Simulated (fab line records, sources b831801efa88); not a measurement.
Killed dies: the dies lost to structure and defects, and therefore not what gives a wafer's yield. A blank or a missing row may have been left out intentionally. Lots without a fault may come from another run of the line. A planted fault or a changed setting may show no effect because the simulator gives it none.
A lot that was struck, set against a sound lot || flow sky130 || 16 steps out of a route of 708
Sound: these wafers, L465.1, L465.3, L465.5. Struck: wafer L464.2. (L464.3, L464.6 of the same lot were not struck and are left out.) The cause comes at the end.
For every step that has rows: the tool of each side, followed by ch and its chambers, followed by its first start. Under that, the readings that differ: sound wafers || struck wafers || difference of the means || sigmas: that difference in standard deviations of wafers without a fault.
alike: words and numbers the same on both sides, and readings whose means are apart by under 2 such deviations; not compared: readings that were withheld, readings missing a value for some wafer, numbers with overlapping values and no deviation given by the record, and bounds like >300 which may hide the same value.
A row with sigmas, a row that says differs or no value, or rows on one side alone: a step with any of these is where the two part. Non-overlapping numbers with no deviation appear without sigmas and do not part them. A reading that every wafer of one side lacks parts them only if that side has two wafers or more.

SKY_LDD_P_OVL_MEAS_08:
  struck on overlay-01, day 25 23:50; sound on overlay-01, day 25 23:35
  alike: LDD_P_OVL
following that, these wafers have no rows for 1 step: SKY_LDD_P_IMPLANT_09.
SKY_LDD_P_STRIP_10: strips in O2/N2.
  sound on plasmaAsher-01 ch 0,1, day 25 23:46; struck on plasmaAsher-04 ch 0, day 26 00:01
  alike: drypumpMotorCurrentA, n2FlowSccm, oesProductAu, stripTimeToEndpointS
  not compared: rfHoursCounterH
SKY_LDD_P_TW_MEAS_11:
  struck on filmMetro-01, day 26 00:08; sound on filmMetro-02, day 25 23:52
  alike: LDD_P_TW
then, 7 steps without rows for these wafers: SKY_LDD_HVN_DEHYDRATE_00 (time 60 s); SKY_LDD_HVN_HMDS_01 (prime time 60 s); SKY_LDD_HVN_COAT_02 (resist thk 300 nm); SKY_LDD_HVN_SOFTBAKE_03 (time 60 s); SKY_LDD_HVN_EXPOSE_04 (exposes mask HVNTM, target cd 700 nm); SKY_LDD_HVN_PEB_05; SKY_LDD_HVN_DEVELOP_06 (develop time 60 s).
SKY_LDD_HVN_OVL_MEAS_07:
  struck on overlay-01, day 27 05:42; sound on overlay-01, day 27 04:56
  alike: LDD_HVN_OVL
SKY_LDD_HVN_IMPLANT_08:
  sound on implanter-02 ch 0, day 27 04:58; struck on implanter-01 ch 0, day 27 05:46
SKY_LDD_HVN_STRIP_09: strips in O2/N2.
  sound on plasmaAsher-03 ch 0,1, day 27 05:07; struck on plasmaAsher-04 ch 0, day 27 05:53
  alike: drypumpMotorCurrentA, n2FlowSccm, oesProductAu, stripTimeToEndpointS
  not compared: rfHoursCounterH
SKY_LDD_HVN_TW_MEAS_10:
  struck on filmMetro-02, day 27 06:13; sound on filmMetro-02, day 27 05:13
{"reading": "LDD_HVN_TW", "sound": "1448 1445 1450", "struck": 1400, "difference": -48, "sigmas": -5}
  not compared: hold
-- the record jumps here: 23 days lie between the struck wafers' starts before and after (it left off in module LDD_HVN and takes up again in module PAD_OPEN, whose first step shown is number 708 of the route) --
SKY_PAD_OPEN_PROBE_99:
  struck on prober-01, day 50 06:39; sound on prober-02, day 50 04:14
{"reading": "killedAtContacts", "sound": "22 20 24", "struck": 39, "difference": "+17", "sigmas": "+3"}
{"reading": "model.etest.tip_n_5v.rsOhmSq", "sound": "1379 1387 1386", "struck": 1568, "difference": "+184", "sigmas": ""}
{"reading": "model.etest.tip_n_5v.rsOhmSqRange", "sound": "31.1 26.72 35.48", "struck": 176.4, "difference": "+145.3", "sigmas": ""}
{"reading": "model.etest.tip_n_5v.rsOhmSqRimLessCentre", "sound": "-13.73 -3.382 -10.91", "struck": -81.03, "difference": -71.69, "sigmas": ""}
  alike: killed_at_M0_to_M3, killed_at_M4_up, killedAtFrontEnd, killedAtOther, killedDies, killedOpen, killedShort
  not compared: model.etest.nfetG5v0d10v5.rOnOhmUm

WHERE THEY PART
Last at SKY_PAD_OPEN_PROBE_99 as far as this record goes, first at SKY_LDD_HVN_TW_MEAS_10.

WHY: whatever the simulator had introduced
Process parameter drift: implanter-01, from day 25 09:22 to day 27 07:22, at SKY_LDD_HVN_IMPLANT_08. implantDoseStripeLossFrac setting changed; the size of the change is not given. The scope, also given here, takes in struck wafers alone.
